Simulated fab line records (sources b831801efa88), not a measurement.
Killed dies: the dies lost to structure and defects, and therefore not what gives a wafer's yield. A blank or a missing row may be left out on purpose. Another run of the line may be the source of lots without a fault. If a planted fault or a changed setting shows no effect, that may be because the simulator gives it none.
A lot that was struck, set against a sound lot | flow sky130 | 34 steps out of a route of 708
Sound: wafers L709.1, L709.4, L709.5. The struck wafers were L702.1, L702.4, L702.6. The cause comes at the end.
Order at every step that has rows: each side's tool, ch and its chambers, its first start. Under that, the readings that differ: sound wafers | struck wafers | difference of the means | sigmas: that difference in standard deviations of wafers without a fault.
alike: a reading whose means differ by less than 2 such deviations, as well as words and numbers matching on both sides. not compared: withheld readings; readings where some wafer has no value; bounds like >300 that might hide an equal value; numbers whose values overlap and for which the record gives no deviation.
The two part at a step that has a row with sigmas, a row that says differs or no value, or rows on one side only. Non-overlapping numbers with no deviation appear without sigmas and do not part them. A reading missing from all wafers of one side parts the sides only when that side holds two or more wafers.

first, 9 steps without rows for these wafers: SKY_METAL2_DEHYDRATE_07 (time 60 s); SKY_METAL2_HMDS_08 (prime time 60 s); SKY_METAL2_COAT_09 (resist thk 60 nm); SKY_METAL2_COAT_10 (resist thk 450 nm); SKY_METAL2_SOFTBAKE_11 (time 90 s); SKY_METAL2_EXPOSE_12 (exposes mask MM2, target cd 140 nm); SKY_METAL2_PEB_13; SKY_METAL2_DEVELOP_14 (develop time 60 s); SKY_METAL2_DESCUM_17 (chemistry O2, time 8 s).
SKY_METAL2_ETCH_18: etches BARC in N2/H2, stops on SiO2, time 45.9 s, target depth 60 nm.
  sound on rie metal-04 ch 0, day 42 01:24; struck on rie metal-04 ch 0, day 39 21:57
  alike: drypump motor current A, oes product au, throttle valve pct
  not compared: rf hours counter h
then, 23 steps without rows for these wafers: SKY_METAL2_METAL_ETCH_19 (etches the open film in Cl2/BCl3, stops on SiO2, target depth 360 nm, time 78 s); SKY_METAL2_STRIP_20 (strips in O2/N2); SKY_METAL2_STRIP_21 (strips in post etch residue remover, time 1200 s); SKY_METAL2_CLEAN_22 (cleans in IPA, time 180 s); SKY_METAL2_CLEAN_23 (cleans in O3/DIW); SKY_VIA2_HDPCVD_00 (deposits SiO2, target thk 1180 nm, time 196.7 s); SKY_VIA2_CMP_02 (polishes SiO2); SKY_VIA2_DEHYDRATE_04 (time 60 s); SKY_VIA2_HMDS_05 (prime time 60 s); SKY_VIA2_COAT_06 (resist thk 60 nm); SKY_VIA2_COAT_07 (resist thk 450 nm); SKY_VIA2_SOFTBAKE_08 (time 90 s); SKY_VIA2_EXPOSE_09 (exposes mask VIM2, target cd 200 nm); SKY_VIA2_PEB_10; SKY_VIA2_DEVELOP_11 (develop time 60 s); SKY_VIA2_ETCH_14 (etches BARC in N2/H2, stops on SiO2, time 45.9 s, target depth 60 nm); SKY_VIA2_ETCH_15 (etches SiO2 in C4F8/O2/Ar, stops on TiN, target depth 546 nm, time 84 s); SKY_VIA2_STRIP_16 (strips in O2/N2); SKY_VIA2_STRIP_17 (strips in post etch residue remover, time 1200 s); SKY_VIA2_CLEAN_18 (cleans in IPA, time 180 s); SKY_VIA2_CLEAN_19 (cleans in O3/DIW); SKY_VIA2_SPUTTER_20 (material TiN, target thk 20 nm, time 80 s); SKY_VIA2_CVD_21 (deposits W, target thk 420 nm, time 126.4 s).
-- the record jumps here: 9 days lie between the struck wafers' starts before and after (it left off in module VIA2 and takes up again in module PAD_OPEN, whose first step shown is number 708 of the route) --
SKY_PAD_OPEN_PROBE_99:
  sound: prober-01 at day 50 22:34; struck: prober-01 at day 49 09:53
  reading                               | sound            | struck            | difference | sigmas
  defect limited yield (%)              | 82.3 81.1 82.9   | 74.4 77.8 74.4    | -6.6       | -3
  killed_at_M0_to_M3                    | 37 39 46         | 87 73 88          | +42        | +5
  killed dies                           | 87 93 84         | 126 109 126       | +32        | +3
  sort_bin_3_pad_short (%)              | 1.2 1.2 0.4      | 2.4 4.5 2.6       | +2.2       | +5
  sort_bin_5_function (%)               | 10.4 12.2 8.9    | 15.9 12.2 15.7    | +4.1       | +3
  sort n pass                           | 405 399 408      | 366 383 366       | -32        | -3
  sort yield pct (%)                    | 82.3 81.1 82.9   | 74.4 77.8 74.4    | -6.6       | -3
  model.etest.tester.sort n pass        | 405 399 408      | 366 383 366       | -32        |
  model.etest.tester.sort yield pct (%) | 82.32 81.1 82.93 | 74.39 77.85 74.39 | -6.57      |
  model.etest.tester.sort_bin_3_pct (%) | 1.22 1.22 0.4065 | 2.439 4.472 2.642 | +2.236     |
  alike: killed_at_M4_up, killed at contacts, killed at front end, killed at other, killed open, killed short, sort_bin_6_memory
  not compared: model.etest.tester.sort_bin_5_pct

## WHERE THEY PART
Only at SKY_PAD_OPEN_PROBE_99, as far as this record shows.

WHY: what the simulator had put in
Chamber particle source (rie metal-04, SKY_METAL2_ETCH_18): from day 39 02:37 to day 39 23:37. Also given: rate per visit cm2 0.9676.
